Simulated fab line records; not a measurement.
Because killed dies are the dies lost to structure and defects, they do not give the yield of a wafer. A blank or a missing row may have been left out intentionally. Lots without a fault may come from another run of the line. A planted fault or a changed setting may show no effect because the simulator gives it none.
The tool behind it: which one? / flow gf180mcu / 72 wafers from 24 lots sampled at 6 of the route's 602 steps

## WHAT THE GAUGES READ, wafer by wafer
GF_V2_BOW_MEAS_05.
lot=L074; measured=day 19 13:02; on=film_metro-04; V2_BOW (um)=91 101 89
lot=L075; measured=day 20 05:59; on=film_metro-02; V2_BOW (um)=77 98 90
lot=L076; measured=day 20 08:17; on=film_metro-04; V2_BOW (um)=95 95 95
lot=L077; measured=day 20 13:58; on=film_metro-04; V2_BOW (um)=93 97 103
lot=L078; measured=day 21 00:39; on=film_metro-03; V2_BOW (um)=103 110 90
lot=L079; measured=day 21 08:43; on=film_metro-04; V2_BOW (um)=124 117 117
lot=L080; measured=day 22 01:05; on=film_metro-02; V2_BOW (um)=99 93 101
lot=L081; measured=day 22 12:56; on=film_metro-03; V2_BOW (um)=109 105 115
lot=L082; measured=day 22 15:00; on=film_metro-02; V2_BOW (um)=101 104 111
lot=L084; measured=day 22 23:26; on=film_metro-04; V2_BOW (um)=88 112 112
lot=L083; measured=day 22 23:52; on=film_metro-02; V2_BOW (um)=91 88 87
lot=L085; measured=day 23 13:14; on=film_metro-04; V2_BOW (um)=78 91 100
lot=L086; measured=day 23 18:09; on=film_metro-04; V2_BOW (um)=94 101 102
lot=L087; measured=day 24 05:35; on=film_metro-04; V2_BOW (um)=102 91 106
lot=L088; measured=day 24 10:40; on=film_metro-03; V2_BOW (um)=100 105 109
lot=L089; measured=day 24 16:04; on=film_metro-03; V2_BOW (um)=99 97 98
lot=L090; measured=day 25 02:31; on=film_metro-03; V2_BOW (um)=100 99 98
lot=L091; measured=day 25 11:09; on=film_metro-04; V2_BOW (um)=103 99 97
lot=L092; measured=day 25 19:37; on=film_metro-02; V2_BOW (um)=106 101 111
lot=L093; measured=day 26 02:59; on=film_metro-03; V2_BOW (um)=103 98 106
lot=L094; measured=day 26 04:59; on=film_metro-03; V2_BOW (um)=110 124 103
lot=L095; measured=day 26 12:36; on=film_metro-02; V2_BOW (um)=108 107 96
lot=L096; measured=day 26 17:52; on=film_metro-03; V2_BOW (um)=95 92 106
lot=L097; measured=day 27 00:06; on=film_metro-03; V2_BOW (um)=102 97 103

GF_M3_RS_MEAS_05: a four-point-probe measurement.
lot=L074; measured=day 20 15:17; on=film_metro-02; M3_ALCU_RS (ohm/sq)=0.0707 0.0695 0.0717
lot=L075; measured=day 21 07:36; on=film_metro-01; M3_ALCU_RS (ohm/sq)=0.0688 0.0686 0.0688
lot=L076; measured=day 21 10:40; on=film_metro-01; M3_ALCU_RS (ohm/sq)=0.0687 0.0697 0.0707
lot=L077; measured=day 21 15:53; on=film_metro-02; M3_ALCU_RS (ohm/sq)=0.0689 0.0684 0.0685
lot=L078; measured=day 22 02:43; on=film_metro-01; M3_ALCU_RS (ohm/sq)=0.0700 0.0689 0.0682
lot=L079; measured=day 22 09:44; on=film_metro-03; M3_ALCU_RS (ohm/sq)=0.0678 0.0694 0.0688
lot=L080; measured=day 23 02:20; on=film_metro-03; M3_ALCU_RS (ohm/sq)=0.0697 0.0675 0.0674
lot=L081; measured=day 23 13:28; on=film_metro-01; M3_ALCU_RS (ohm/sq)=0.0695 0.0684 0.0681
lot=L082; measured=day 23 16:08; on=film_metro-01; M3_ALCU_RS (ohm/sq)=0.0688 0.0685 0.0695
lot=L084; measured=day 24 00:26; on=film_metro-02; M3_ALCU_RS (ohm/sq)=0.0676 0.0688 0.0709
lot=L083; measured=day 24 00:58; on=film_metro-01; M3_ALCU_RS (ohm/sq)=0.0679 0.0675 0.0678
lot=L085; measured=day 24 13:01; on=film_metro-03; M3_ALCU_RS (ohm/sq)=0.0705 0.0682 0.0689
lot=L086; measured=day 24 17:49; on=film_metro-02; M3_ALCU_RS (ohm/sq)=0.0680 0.0707 0.0687
lot=L087; measured=day 25 04:28; on=film_metro-02; M3_ALCU_RS (ohm/sq)=0.0682 0.0698 0.0693
lot=L088; measured=day 25 10:14; on=film_metro-01; M3_ALCU_RS (ohm/sq)=0.0671 0.0669 0.0670
lot=L089; measured=day 25 15:46; on=film_metro-02; M3_ALCU_RS (ohm/sq)=0.0702 0.0706 0.0689
lot=L090; measured=day 26 01:45; on=film_metro-03; M3_ALCU_RS (ohm/sq)=0.0693 0.0682 0.0684
lot=L091; measured=day 26 09:35; on=film_metro-01; M3_ALCU_RS (ohm/sq)=0.0683 0.0692 0.0685
lot=L092; measured=day 26 18:07; on=film_metro-02; M3_ALCU_RS (ohm/sq)=0.0694 0.0714 0.0694
lot=L093; measured=day 27 01:20; on=film_metro-03; M3_ALCU_RS (ohm/sq)=0.0686 0.0679 0.0690
lot=L094; measured=day 27 03:13; on=film_metro-01; M3_ALCU_RS (ohm/sq)=0.0687 0.0686 0.0689
lot=L095; measured=day 27 10:40; on=film_metro-02; M3_ALCU_RS (ohm/sq)=0.0692 0.0693 0.0706
lot=L096; measured=day 27 15:43; on=film_metro-02; M3_ALCU_RS (ohm/sq)=0.0693 0.0684 0.0688
lot=L097; measured=day 27 21:52; on=film_metro-03; M3_ALCU_RS (ohm/sq)=0.0694 0.0686 0.0688

GF_M3_CD_MEAS_14: the cd target is 280 nm.
lot=L074; measured=day 21 15:35; on=cd_sem-01; cd_nm (nm)=280.2 280.6 281.7
lot=L075; measured=day 22 07:24; on=cd_sem-02; cd_nm (nm)=279.3 279.1 278.3
lot=L076; measured=day 22 09:38; on=cd_sem-02; cd_nm (nm)=279.5 279.9 279.3
lot=L077; measured=day 22 15:29; on=cd_sem-01; cd_nm (nm)=279.8 279.6 280.0
lot=L078; measured=day 23 02:22; on=cd_sem-02; cd_nm (nm)=281.3 282.0 280.4
lot=L079; measured=day 23 09:18; on=cd_sem-02; cd_nm (nm)=279.4 280.0 280.0
lot=L080; measured=day 24 01:17; on=cd_sem-02; cd_nm (nm)=278.2 277.4 278.5
lot=L081; measured=day 24 11:29; on=cd_sem-02; cd_nm (nm)=279.5 280.4 281.3
lot=L082; measured=day 24 14:04; on=cd_sem-01; cd_nm (nm)=280.8 280.2 281.1
lot=L084; measured=day 24 22:10; on=cd_sem-01; cd_nm (nm)=280.5 279.8 280.5
lot=L083; measured=day 24 22:41; on=cd_sem-01; cd_nm (nm)=281.7 281.5 280.4
lot=L085; measured=day 25 10:56; on=cd_sem-02; cd_nm (nm)=282.1 281.3 281.4
lot=L086; measured=day 25 15:13; on=cd_sem-02; cd_nm (nm)=279.2 279.2 279.0
lot=L087; measured=day 26 01:22; on=cd_sem-02; cd_nm (nm)=281.3 280.5 280.3
lot=L088; measured=day 26 07:10; on=cd_sem-01; cd_nm (nm)=279.3 279.5 279.1
lot=L089; measured=day 26 12:31; on=cd_sem-01; cd_nm (nm)=280.8 280.5 280.2
lot=L090; measured=day 26 22:20; on=cd_sem-01; cd_nm (nm)=279.5 280.0 280.1
lot=L091; measured=day 27 05:44; on=cd_sem-01; cd_nm (nm)=279.5 279.5 280.2
lot=L092; measured=day 27 14:26; on=cd_sem-02; cd_nm (nm)=278.9 278.7 278.4
lot=L093; measured=day 27 21:19; on=cd_sem-01; cd_nm (nm)=280.7 279.8 279.8
lot=L094; measured=day 27 23:37; on=cd_sem-01; cd_nm (nm)=282.0 281.4 280.7
lot=L095; measured=day 28 05:49; on=cd_sem-02; cd_nm (nm)=280.9 280.2 280.1
lot=L096; measured=day 28 11:14; on=cd_sem-01; cd_nm (nm)=279.1 279.3 279.8
lot=L097; measured=day 28 17:24; on=cd_sem-01; cd_nm (nm)=280.6 281.0 281.4

GF_V3_THK_MEAS_03.
lot=L074; measured=day 21 16:38; on=film_metro-02; V3_CVD_02_THK (nm)=825 817 841
lot=L075; measured=day 22 08:23; on=film_metro-02; V3_CVD_02_THK (nm)=856 880 866
lot=L076; measured=day 22 10:38; on=film_metro-04; V3_CVD_02_THK (nm)=833 862 866
lot=L077; measured=day 22 16:29; on=film_metro-04; V3_CVD_02_THK (nm)=849 835 841
lot=L078; measured=day 23 03:22; on=film_metro-04; V3_CVD_02_THK (nm)=846 850 844
lot=L079; measured=day 23 10:17; on=film_metro-01; V3_CVD_02_THK (nm)=855 885 865
lot=L080; measured=day 24 02:24; on=film_metro-04; V3_CVD_02_THK (nm)=862 849 863
lot=L081; measured=day 24 12:34; on=film_metro-04; V3_CVD_02_THK (nm)=862 844 865
lot=L082; measured=day 24 15:25; on=film_metro-04; V3_CVD_02_THK (nm)=845 837 841
lot=L084; measured=day 24 23:10; on=film_metro-02; V3_CVD_02_THK (nm)=839 823 849
lot=L083; measured=day 24 23:41; on=film_metro-02; V3_CVD_02_THK (nm)=841 834 851
lot=L085; measured=day 25 11:56; on=film_metro-02; V3_CVD_02_THK (nm)=847 874 842
lot=L086; measured=day 25 16:13; on=film_metro-04; V3_CVD_02_THK (nm)=855 857 842
lot=L087; measured=day 26 02:20; on=film_metro-02; V3_CVD_02_THK (nm)=845 865 879
lot=L088; measured=day 26 08:10; on=film_metro-01; V3_CVD_02_THK (nm)=838 852 844
lot=L089; measured=day 26 13:31; on=film_metro-02; V3_CVD_02_THK (nm)=843 854 847
lot=L090; measured=day 26 23:20; on=film_metro-04; V3_CVD_02_THK (nm)=853 834 869
lot=L091; measured=day 27 06:46; on=film_metro-04; V3_CVD_02_THK (nm)=849 859 865
lot=L092; measured=day 27 15:26; on=film_metro-02; V3_CVD_02_THK (nm)=840 837 857
lot=L093; measured=day 27 22:19; on=film_metro-01; V3_CVD_02_THK (nm)=852 847 875
lot=L094; measured=day 28 00:37; on=film_metro-01; V3_CVD_02_THK (nm)=847 863 865
lot=L095; measured=day 28 06:48; on=film_metro-01; V3_CVD_02_THK (nm)=856 862 865
lot=L096; measured=day 28 12:13; on=film_metro-04; V3_CVD_02_THK (nm)=855 854 856
lot=L097; measured=day 28 18:29; on=film_metro-01; V3_CVD_02_THK (nm)=820 859 838

## WHAT TOOL EACH LOT RAN ON (gives the tool, then ch and the chambers of the sampled wafers, and finally the start)
lot=L074; GF_M2_SPUTTER_00=pvd_sputter-03, day 18 10:45; GF_V2_SPUTTER_21=pvd_sputter-01, day 20 14:21
lot=L075; GF_M2_SPUTTER_00=pvd_sputter-03, day 19 04:07; GF_V2_SPUTTER_21=pvd_sputter-04, day 21 06:40
lot=L076; GF_M2_SPUTTER_00=pvd_sputter-01, day 19 06:15; GF_V2_SPUTTER_21=pvd_sputter-01, day 21 09:46
lot=L077; GF_M2_SPUTTER_00=pvd_sputter-03, day 19 12:02; GF_V2_SPUTTER_21=pvd_sputter-01, day 21 14:58
lot=L078; GF_M2_SPUTTER_00=pvd_sputter-01, day 19 22:29; GF_V2_SPUTTER_21=pvd_sputter-04, day 22 01:47
lot=L079; GF_M2_SPUTTER_00=pvd_sputter-02, day 20 07:29; GF_V2_SPUTTER_21=pvd_sputter-02, day 22 08:47
lot=L080; GF_M2_SPUTTER_00=pvd_sputter-01, day 20 23:31; GF_V2_SPUTTER_21=pvd_sputter-04, day 23 01:26
lot=L081; GF_M2_SPUTTER_00=pvd_sputter-02, day 21 11:25; GF_V2_SPUTTER_21=pvd_sputter-04, day 23 12:33
lot=L082; GF_M2_SPUTTER_00=pvd_sputter-02, day 21 13:58; GF_V2_SPUTTER_21=pvd_sputter-02, day 23 15:13
lot=L084; GF_M2_SPUTTER_00=pvd_sputter-02, day 21 22:20; GF_V2_SPUTTER_21=pvd_sputter-02, day 23 23:31
lot=L083; GF_M2_SPUTTER_00=pvd_sputter-03, day 21 22:20; GF_V2_SPUTTER_21=pvd_sputter-01, day 24 00:03
lot=L085; GF_M2_SPUTTER_00=pvd_sputter-01, day 22 12:42; GF_V2_SPUTTER_21=pvd_sputter-04, day 24 12:02
lot=L086; GF_M2_SPUTTER_00=pvd_sputter-02, day 22 16:46; GF_V2_SPUTTER_21=pvd_sputter-01, day 24 16:55
lot=L087; GF_M2_SPUTTER_00=pvd_sputter-01, day 23 04:59; GF_V2_SPUTTER_21=pvd_sputter-02, day 25 03:32
lot=L088; GF_M2_SPUTTER_00=pvd_sputter-01, day 23 10:21; GF_V2_SPUTTER_21=pvd_sputter-01, day 25 09:19
lot=L089; GF_M2_SPUTTER_00=pvd_sputter-02, day 23 16:16; GF_V2_SPUTTER_21=pvd_sputter-01, day 25 14:50
lot=L090; GF_M2_SPUTTER_00=pvd_sputter-02, day 24 03:13; GF_V2_SPUTTER_21=pvd_sputter-02, day 26 00:47
lot=L091; GF_M2_SPUTTER_00=pvd_sputter-03, day 24 12:00; GF_V2_SPUTTER_21=pvd_sputter-01, day 26 08:38
lot=L092; GF_M2_SPUTTER_00=pvd_sputter-02, day 24 20:07; GF_V2_SPUTTER_21=pvd_sputter-01, day 26 17:11
lot=L093; GF_M2_SPUTTER_00=pvd_sputter-02, day 25 01:08; GF_V2_SPUTTER_21=pvd_sputter-02, day 27 00:25
lot=L094; GF_M2_SPUTTER_00=pvd_sputter-03, day 25 06:10; GF_V2_SPUTTER_21=pvd_sputter-04, day 27 02:17
lot=L095; GF_M2_SPUTTER_00=pvd_sputter-02, day 25 14:35; GF_V2_SPUTTER_21=pvd_sputter-01, day 27 09:33
lot=L096; GF_M2_SPUTTER_00=pvd_sputter-01, day 25 19:52; GF_V2_SPUTTER_21=pvd_sputter-04, day 27 14:47
lot=L097; GF_M2_SPUTTER_00=pvd_sputter-01, day 26 02:27; GF_V2_SPUTTER_21=pvd_sputter-02, day 27 20:54
- GF_M2_SPUTTER_00: material Ti, target thk 37.5 nm, time 150 s.
- GF_V2_SPUTTER_21: material Ti, target thk 15 nm, time 80.02 s.

## AS READ BY THE TOOLS THEMSELVES (means over the sampled wafers that have a number; for cases with no such wafer, the mark the record gives instead)
GF_M2_SPUTTER_00.
lot=L074; tool=pvd_sputter-03; throttle_valve_pct (%)=29.2
lot=L075; tool=pvd_sputter-03; throttle_valve_pct (%)=29.5
lot=L076; tool=pvd_sputter-01; throttle_valve_pct (%)=30.3
lot=L077; tool=pvd_sputter-03; throttle_valve_pct (%)=29.4
lot=L078; tool=pvd_sputter-01; throttle_valve_pct (%)=29.0
lot=L079; tool=pvd_sputter-02; throttle_valve_pct (%)=31.2
lot=L080; tool=pvd_sputter-01; throttle_valve_pct (%)=29.5
lot=L081; tool=pvd_sputter-02; throttle_valve_pct (%)=30.7
lot=L082; tool=pvd_sputter-02; throttle_valve_pct (%)=30.7
lot=L084; tool=pvd_sputter-02; throttle_valve_pct (%)=31.0
lot=L083; tool=pvd_sputter-03; throttle_valve_pct (%)=29.7
lot=L085; tool=pvd_sputter-01; throttle_valve_pct (%)=29.2
lot=L086; tool=pvd_sputter-02; throttle_valve_pct (%)=31.5
lot=L087; tool=pvd_sputter-01; throttle_valve_pct (%)=30.0
lot=L088; tool=pvd_sputter-01; throttle_valve_pct (%)=28.9
lot=L089; tool=pvd_sputter-02; throttle_valve_pct (%)=31.1
lot=L090; tool=pvd_sputter-02; throttle_valve_pct (%)=31.1
lot=L091; tool=pvd_sputter-03; throttle_valve_pct (%)=28.2
lot=L092; tool=pvd_sputter-02; throttle_valve_pct (%)=31.0
lot=L093; tool=pvd_sputter-02; throttle_valve_pct (%)=30.4
lot=L094; tool=pvd_sputter-03; throttle_valve_pct (%)=29.2
lot=L095; tool=pvd_sputter-02; throttle_valve_pct (%)=31.7
lot=L096; tool=pvd_sputter-01; throttle_valve_pct (%)=30.2
lot=L097; tool=pvd_sputter-01; throttle_valve_pct (%)=29.5

GF_V2_SPUTTER_21.
lot=L074; tool=pvd_sputter-01; throttle_valve_pct (%)=28.9
lot=L075; tool=pvd_sputter-04; throttle_valve_pct (%)=30.2
lot=L076; tool=pvd_sputter-01; throttle_valve_pct (%)=29.7
lot=L077; tool=pvd_sputter-01; throttle_valve_pct (%)=28.9
lot=L078; tool=pvd_sputter-04; throttle_valve_pct (%)=30.2
lot=L079; tool=pvd_sputter-02; throttle_valve_pct (%)=31.2
lot=L080; tool=pvd_sputter-04; throttle_valve_pct (%)=29.8
lot=L081; tool=pvd_sputter-04; throttle_valve_pct (%)=30.5
lot=L082; tool=pvd_sputter-02; throttle_valve_pct (%)=31.0
lot=L084; tool=pvd_sputter-02; throttle_valve_pct (%)=31.2
lot=L083; tool=pvd_sputter-01; throttle_valve_pct (%)=28.9
lot=L085; tool=pvd_sputter-04; throttle_valve_pct (%)=30.3
lot=L086; tool=pvd_sputter-01; throttle_valve_pct (%)=28.5
lot=L087; tool=pvd_sputter-02; throttle_valve_pct (%)=31.0
lot=L088; tool=pvd_sputter-01; throttle_valve_pct (%)=29.4
lot=L089; tool=pvd_sputter-01; throttle_valve_pct (%)=29.8
lot=L090; tool=pvd_sputter-02; throttle_valve_pct (%)=31.1
lot=L091; tool=pvd_sputter-01; throttle_valve_pct (%)=30.0
lot=L092; tool=pvd_sputter-01; throttle_valve_pct (%)=30.2
lot=L093; tool=pvd_sputter-02; throttle_valve_pct (%)=31.2
lot=L094; tool=pvd_sputter-04; throttle_valve_pct (%)=30.1
lot=L095; tool=pvd_sputter-01; throttle_valve_pct (%)=30.3
lot=L096; tool=pvd_sputter-04; throttle_valve_pct (%)=30.1
lot=L097; tool=pvd_sputter-02; throttle_valve_pct (%)=31.4

## THE ANSWER, worked out from the rows above alone
Rule: the lots themselves supply what counts as usual. The widest of any qualifying gaps counts: lots, ordered by their means at a reading, are off when they make up no more than a third of the lots, leave a main group of 4 or more, and stand apart from it by 3 or more times the standard deviation of that group's means. Not used: any main group whose means are identical at the precision the tables above print for the reading. Also off: a lot with no number at a reading for which 4 or more lots have one. Any other lot the step has rows for is counted as sound. First the gauges in route order, then the tools' own readings, where a lot's mean is used as printed above. At the first step where some lot is off, the reading lying furthest off is the one used; lots without a number count as furthest.
Across all readings shown, no lot is off: no conclusion can be drawn from this.

## WHAT WAS PUT IN BY THE SIMULATOR
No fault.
